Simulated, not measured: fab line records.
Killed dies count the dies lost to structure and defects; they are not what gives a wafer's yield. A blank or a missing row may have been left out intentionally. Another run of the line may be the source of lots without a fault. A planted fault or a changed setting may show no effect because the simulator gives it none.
Matching of chambers / flow sky130 / SKY_VIA2_ETCH_14 on rie diel-01: 4 sister chambers
The step etches BARC in N2/H2, stops on SiO2, time 45.9 s, target depth 60 nm. 14 wafers are shown with their chamber, then 7 later ones without.

## WAFERS, EACH WITH ITS CHAMBER
wafer=L128.1; chamber=3; throttle valve pct (%)=13.234; n2 flow sccm (sccm)=100.4; oes product au (a.u.)=0.857
wafer=L128.3; chamber=2; throttle valve pct (%)=13.234; n2 flow sccm (sccm)=100.1; oes product au (a.u.)=0.863
wafer=L128.6; chamber=3; throttle valve pct (%)=13.228; n2 flow sccm (sccm)=99.5; oes product au (a.u.)=0.854
wafer=L138.2; chamber=2; throttle valve pct (%)=13.233; n2 flow sccm (sccm)=99.8; oes product au (a.u.)=0.856
wafer=L138.5; chamber=0; throttle valve pct (%)=13.215; n2 flow sccm (sccm)=100.0; oes product au (a.u.)=0.860
wafer=L138.6; chamber=3; throttle valve pct (%)=13.230; n2 flow sccm (sccm)=100.0; oes product au (a.u.)=0.853
wafer=L139.4; chamber=2; throttle valve pct (%)=13.236; n2 flow sccm (sccm)=99.9; oes product au (a.u.)=0.856
wafer=L139.5; chamber=0; throttle valve pct (%)=13.210; n2 flow sccm (sccm)=100.4; oes product au (a.u.)=0.855
wafer=L139.6; chamber=1; throttle valve pct (%)=13.218; n2 flow sccm (sccm)=100.2; oes product au (a.u.)=0.855
wafer=L140.3; chamber=0; throttle valve pct (%)=13.220; n2 flow sccm (sccm)=99.3; oes product au (a.u.)=0.860
wafer=L140.4; chamber=1; throttle valve pct (%)=13.208; n2 flow sccm (sccm)=100.8; oes product au (a.u.)=0.863
wafer=L140.5; chamber=3; throttle valve pct (%)=13.210; n2 flow sccm (sccm)=99.9; oes product au (a.u.)=0.858
wafer=L148.3; chamber=3; throttle valve pct (%)=13.227; n2 flow sccm (sccm)=99.9; oes product au (a.u.)=0.860
wafer=L148.4; chamber=0; throttle valve pct (%)=13.242; n2 flow sccm (sccm)=100.5; oes product au (a.u.)=0.862

SIGNATURES (averages over the wafers above)
reading=throttle valve pct; chamber 0=13.22175; chamber 1=13.21300; chamber 2=13.23433; chamber 3=13.22580; scatter within a chamber=0.00996
reading=n2 flow sccm; chamber 0=100.050; chamber 1=100.500; chamber 2=99.933; chamber 3=99.940; scatter within a chamber=0.391
reading=oes product au; chamber 0=0.85925; chamber 1=0.85900; chamber 2=0.85833; chamber 3=0.85640; scatter within a chamber=0.00353
Rule: for each reading, subtract the chamber's mean from the wafer's reading, divide by that reading's scatter and square the result; add these up over the readings and take the root, which gives the wafer's distance from the chamber. If the next closest chamber is less than 2 further off than the closest, the wafer can't be placed; otherwise it belongs to the closest. The scatter: the root of (the sum of the squares of (reading less its chamber's mean) over the shown wafers, divided by (wafers less chambers)).

## WAFERS WHOSE CHAMBER IS MISSING
wafer=L148.6; throttle valve pct (%)=13.222; n2 flow sccm (sccm)=100.0; oes product au (a.u.)=0.856
wafer=L149.1; throttle valve pct (%)=13.226; n2 flow sccm (sccm)=99.3; oes product au (a.u.)=0.854
wafer=L149.2; throttle valve pct (%)=13.236; n2 flow sccm (sccm)=100.1; oes product au (a.u.)=0.854
wafer=L149.6; throttle valve pct (%)=13.232; n2 flow sccm (sccm)=99.9; oes product au (a.u.)=0.850
wafer=L151.3; throttle valve pct (%)=13.226; n2 flow sccm (sccm)=100.1; oes product au (a.u.)=0.849
wafer=L151.5; throttle valve pct (%)=13.216; n2 flow sccm (sccm)=100.3; oes product au (a.u.)=0.862
wafer=L151.6; throttle valve pct (%)=13.227; n2 flow sccm (sccm)=100.3; oes product au (a.u.)=0.857

## THE CHAMBER EACH PASSED THROUGH
wafer=L148.6; from the rows above=can't be placed: 3 or 0 or 2 or 1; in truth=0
wafer=L149.1; from the rows above=can't be placed: 3 or 2 or 0 or 1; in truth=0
wafer=L149.2; from the rows above=can't be placed: 3 or 2 or 0 or 1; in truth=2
wafer=L149.6; from the rows above=can't be placed: 3 or 2 or 0 or 1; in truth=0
wafer=L151.3; from the rows above=can't be placed: 3 or 2 or 0 or 1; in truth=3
wafer=L151.5; from the rows above=can't be placed: 1 or 0 or 3 or 2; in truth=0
wafer=L151.6; from the rows above=can't be placed: 3 or 0 or 2 or 1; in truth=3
Correct placement for 0 of the 7. Unplaceable from these rows: 7, with the true chamber sitting among the candidates in 7. Number placed wrongly: 0.
